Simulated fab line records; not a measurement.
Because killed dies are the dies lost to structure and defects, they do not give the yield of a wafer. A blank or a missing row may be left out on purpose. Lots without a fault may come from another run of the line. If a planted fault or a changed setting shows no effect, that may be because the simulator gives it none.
Which of the tools did it? / flow gf180mcu / Sampling: 13 lots, 39 wafers, 3 of 602 route steps

WHAT THE GAUGES SHOWED, per wafer
GF_STI_CD_MEAS_12 targets a cd of 220 nm. Usual: cdNm at 220.3 nm, with a standard deviation of 1.4.
lot=L815; measured=day 2 05:56; on=cdSem-01; cdNm (nm)=219.8 218.7 218.1; flag=
lot=L816; measured=day 2 06:11; on=cdSem-02; cdNm (nm)=218.5 218.3 218.9; flag=
lot=L818; measured=day 2 16:25; on=cdSem-01; cdNm (nm)=223.7 224.2 223.6; flag=
lot=L823; measured=day 3 18:06; on=cdSem-02; cdNm (nm)=219.3 220.7 219.2; flag=
lot=L824; measured=day 4 00:37; on=cdSem-02; cdNm (nm)=222.1 220.8 219.8; flag=
lot=L827; measured=day 4 18:45; on=cdSem-01; cdNm (nm)=219.7 219.4 219.6; flag=
lot=L829; measured=day 5 06:25; on=cdSem-02; cdNm (nm)=221.5 221.1 220.3; flag=
lot=L830; measured=day 5 06:50; on=cdSem-02; cdNm (nm)=219.8 220.1 219.1; flag=
lot=L832; measured=day 5 16:24; on=cdSem-01; cdNm (nm)=219.6 220.8 221.2; flag=
lot=L833; measured=day 5 21:59; on=cdSem-01; cdNm (nm)=219.0 219.8 219.2; flag=
lot=L834; measured=day 6 02:40; on=cdSem-01; cdNm (nm)=221.2 222.0 221.5; flag=
lot=L837; measured=day 6 20:18; on=cdSem-01; cdNm (nm)=222.9 221.2 221.1; flag=
lot=L838; measured=day 7 03:24; on=cdSem-01; cdNm (nm)=218.1 218.2 218.4; flag=

GF_MVSD_OVL_MEAS_07. Usual: for MVSD_OVL the level is -1.3 nm and the standard deviation is 1.4.
lot=L815; measured=day 4 14:10; on=overlay-02; MVSD_OVL (nm)=-1.3 -1.6 -0.5; flag=
lot=L816; measured=day 4 15:28; on=overlay-02; MVSD_OVL (nm)=-0.2 -4.2 -1.7; flag=
lot=L818; measured=day 5 02:17; on=overlay-02; MVSD_OVL (nm)=0.2 -2.3 -1.8; flag=
lot=L823; measured=day 6 08:31; on=overlay-02; MVSD_OVL (nm)=0.2 0.5 1.1; flag=
lot=L824; measured=day 6 21:16; on=overlay-02; MVSD_OVL (nm)=-2.8 -1.5 -2.1; flag=
lot=L827; measured=day 7 12:26; on=overlay-01; MVSD_OVL (nm)=0.4 -0.6 0.2; flag=
lot=L829; measured=day 7 23:33; on=overlay-02; MVSD_OVL (nm)=-4.7 -4.8 -4.3; flag=
lot=L830; measured=day 7 23:54; on=overlay-02; MVSD_OVL (nm)=-1.7 -3.0 -0.6; flag=
lot=L832; measured=day 8 09:06; on=overlay-02; MVSD_OVL (nm)=-1.9 -1.1 -1.4; flag=
lot=L833; measured=day 8 18:53; on=overlay-01; MVSD_OVL (nm)=-0.7 -1.7 1.1; flag=
lot=L834; measured=day 9 05:20; on=overlay-01; MVSD_OVL (nm)=-0.4 0.4 -0.1; flag=
lot=L837; measured=day 9 21:22; on=overlay-02; MVSD_OVL (nm)=-1.0 -1.1 -0.4; flag=
lot=L838; measured=day 10 12:49; on=overlay-02; MVSD_OVL (nm)=-1.3 -4.1 -2.2; flag=

WHICH TOOL RAN EACH LOT (tool, then ch and the chambers of the sampled wafers, then the start)
lot=L815; GF_LVPWELL_EXPOSE_04=ilineStepper-01 ch 0, day 3 18:55
lot=L816; GF_LVPWELL_EXPOSE_04=ilineStepper-01 ch 0, day 3 20:09
lot=L818; GF_LVPWELL_EXPOSE_04=ilineStepper-02 ch 0, day 4 06:23
lot=L823; GF_LVPWELL_EXPOSE_04=ilineStepper-02 ch 0, day 5 10:52
lot=L824; GF_LVPWELL_EXPOSE_04=ilineStepper-02 ch 0, day 5 23:31
lot=L827; GF_LVPWELL_EXPOSE_04=ilineStepper-02 ch 0, day 6 13:55
lot=L829; GF_LVPWELL_EXPOSE_04=ilineStepper-01 ch 0, day 7 00:37
lot=L830; GF_LVPWELL_EXPOSE_04=ilineStepper-01 ch 0, day 7 00:44
lot=L832; GF_LVPWELL_EXPOSE_04=ilineStepper-01 ch 0, day 7 10:12
lot=L833; GF_LVPWELL_EXPOSE_04=ilineStepper-01 ch 0, day 7 19:41
lot=L834; GF_LVPWELL_EXPOSE_04=ilineStepper-01 ch 0, day 8 04:45
lot=L837; GF_LVPWELL_EXPOSE_04=ilineStepper-01 ch 0, day 8 20:00
lot=L838; GF_LVPWELL_EXPOSE_04=ilineStepper-01 ch 0, day 9 09:54
- GF_LVPWELL_EXPOSE_04: exposes mask LVPWELL, target cd 600 nm.

WHAT THE TOOLS THEMSELVES READ (means of the sampled wafers that have a number; where no wafer has one, the mark that the record gives instead)
GF_LVPWELL_EXPOSE_04. Usual: exposureDoseMJCm2 at 260.04, with a standard deviation of 0.26.
lot=L815 tool=ilineStepper-01 exposureDoseMJCm2=259.73 flag=
lot=L816 tool=ilineStepper-01 exposureDoseMJCm2=260.22 flag=
lot=L818 tool=ilineStepper-02 exposureDoseMJCm2=259.90 flag=
lot=L823 tool=ilineStepper-02 exposureDoseMJCm2=260.15 flag=
lot=L824 tool=ilineStepper-02 exposureDoseMJCm2=268.94 flag=OFF
lot=L827 tool=ilineStepper-02 exposureDoseMJCm2=268.72 flag=OFF
lot=L829 tool=ilineStepper-01 exposureDoseMJCm2=259.86 flag=
lot=L830 tool=ilineStepper-01 exposureDoseMJCm2=259.90 flag=
lot=L832 tool=ilineStepper-01 exposureDoseMJCm2=260.10 flag=
lot=L833 tool=ilineStepper-01 exposureDoseMJCm2=260.56 flag=
lot=L834 tool=ilineStepper-01 exposureDoseMJCm2=260.05 flag=
lot=L837 tool=ilineStepper-01 exposureDoseMJCm2=260.04 flag=
lot=L838 tool=ilineStepper-01 exposureDoseMJCm2=260.61 flag=

THE ANSWER, worked out from the rows above alone
Rule: take the mean of a lot's wafers that have a number; if it is more than 3 standard deviations from the usual mean, the lot is off. Also off: a lot with no number at a reading for which 4 or more lots have one. All remaining lots with rows at the step are treated as sound. The gauges are gone through in route order, then the tools' own readings, and for those a lot's mean is taken as printed above. At the first step where some lot is off, the reading lying furthest off is the one used; lots without a number count as furthest.
Off: L824, L827, at GF_LVPWELL_EXPOSE_04 (exposureDoseMJCm2).
A tool fits if, at that step or a process step before it, it ran every lot that is off, and no sound lot after the first of them. One candidate fits, namely ilineStepper-02 at GF_LVPWELL_EXPOSE_04. A fault onset in the window from L823 (day 5 10:52, its last sound lot) to L824 (day 5 23:31, its first lot off) fits.
On the lots that are off, the tool's own readings at GF_LVPWELL_EXPOSE_04 differ by more than 5 times the standard deviation of the sound lots' means, which bears it out; exposureDoseMJCm2 reads 268.83 there versus 260.10 on the sound lots.

WHAT HAD BEEN PUT IN BY THE SIMULATOR
Drift in process parameters on ilineStepper-02 at GF_LVPWELL_EXPOSE_04, starting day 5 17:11. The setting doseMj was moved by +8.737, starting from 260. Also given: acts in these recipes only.
Struck lots among those shown: L824, L827. The rule above reached the same finding.
